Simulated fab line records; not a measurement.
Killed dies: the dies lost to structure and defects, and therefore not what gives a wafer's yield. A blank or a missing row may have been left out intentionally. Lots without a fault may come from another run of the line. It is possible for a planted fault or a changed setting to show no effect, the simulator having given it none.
2 desks looking at one fault || flow gf180mcu || only its own numbers are on each desk; what lay behind them is given at the end

== DESK OF THE TOOL OWNER: wet-bench-01 ==
The tool's own readings at GF_SAB_WET_ETCH_12 (etches SiO2 in dHF, target depth 22 nm, time 440 s): means of the sampled wafers that have a number, for each lot that ran on this tool. Any lot whose mean is over 4 standard deviations away from the usual mean is out of limits and marked OUT; that distance is given in the brackets.
Columns: A = run-length-s at GF_SAB_WET_ETCH_12, usual 468 s
{"lot": "L110", "first seen here": "day 16 18:56", "A": 473}
{"lot": "L114", "first seen here": "day 18 22:56", "A": "520 (+16) OUT"}
{"lot": "L124", "first seen here": "day 21 13:08", "A": 468}
{"lot": "L128", "first seen here": "day 23 05:35", "A": 466}
{"lot": "L129", "first seen here": "day 23 10:37", "A": 466}
Finding of this desk: L114 out of limits; the first was L114 at day 18 22:56, on run-length-s at GF_SAB_WET_ETCH_12. In limits: L110, L124, L128, L129.

== AT THE METROLOGY DESK ==
Lot by lot, what the gauges showed, no matter which tool ran the lot: averages of those sampled wafers that carry a number. Any lot whose mean is over 4 standard deviations away from the usual mean is out of limits and marked OUT; that distance is given in the brackets.
Columns: A = V2_BOW at GF_V2_BOW_MEAS_05, usual 100 um
{"lot": "L110", "first seen here": "day 21 02:55", "A": 111}
{"lot": "L113", "first seen here": "day 22 10:37", "A": 116}
{"lot": "L114", "first seen here": "day 23 08:07", "A": 105}
{"lot": "L120", "first seen here": "day 24 12:46", "A": 108}
{"lot": "L121", "first seen here": "day 24 19:23", "A": 103}
{"lot": "L122", "first seen here": "day 25 05:35", "A": 101}
{"lot": "L124", "first seen here": "day 25 15:46", "A": 94}
{"lot": "L125", "first seen here": "day 26 10:08", "A": 102}
{"lot": "L126", "first seen here": "day 26 13:10", "A": 91}
{"lot": "L127", "first seen here": "day 26 18:58", "A": 100}
{"lot": "L128", "first seen here": "day 27 05:40", "A": 100}
{"lot": "L129", "first seen here": "day 27 10:59", "A": 93}
{"lot": "L130", "first seen here": "day 27 15:34", "A": 95}
Result from this desk: across the 13 lots, nothing is out of limits.

== TAKEN TOGETHER ==
At day 18 22:56, on L114, the tool owner's desk was in a position to raise an alarm.
At the metrology desk, nothing out of limits was observed.
The metrology desk has L114 on record, within its limits.
Every lot named ran GF_SAB_WET_ETCH_12 on wet-bench-01.

== WHAT THE SIMULATOR PUT IN ==
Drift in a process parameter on wet-bench-01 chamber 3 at GF_SAB_WET_ETCH_12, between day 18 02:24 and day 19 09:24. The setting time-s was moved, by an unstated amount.
Lots struck among those shown: L114.
Each desk's first reading out of limits, in hours after the fault started: the tool owner's desk, 21.
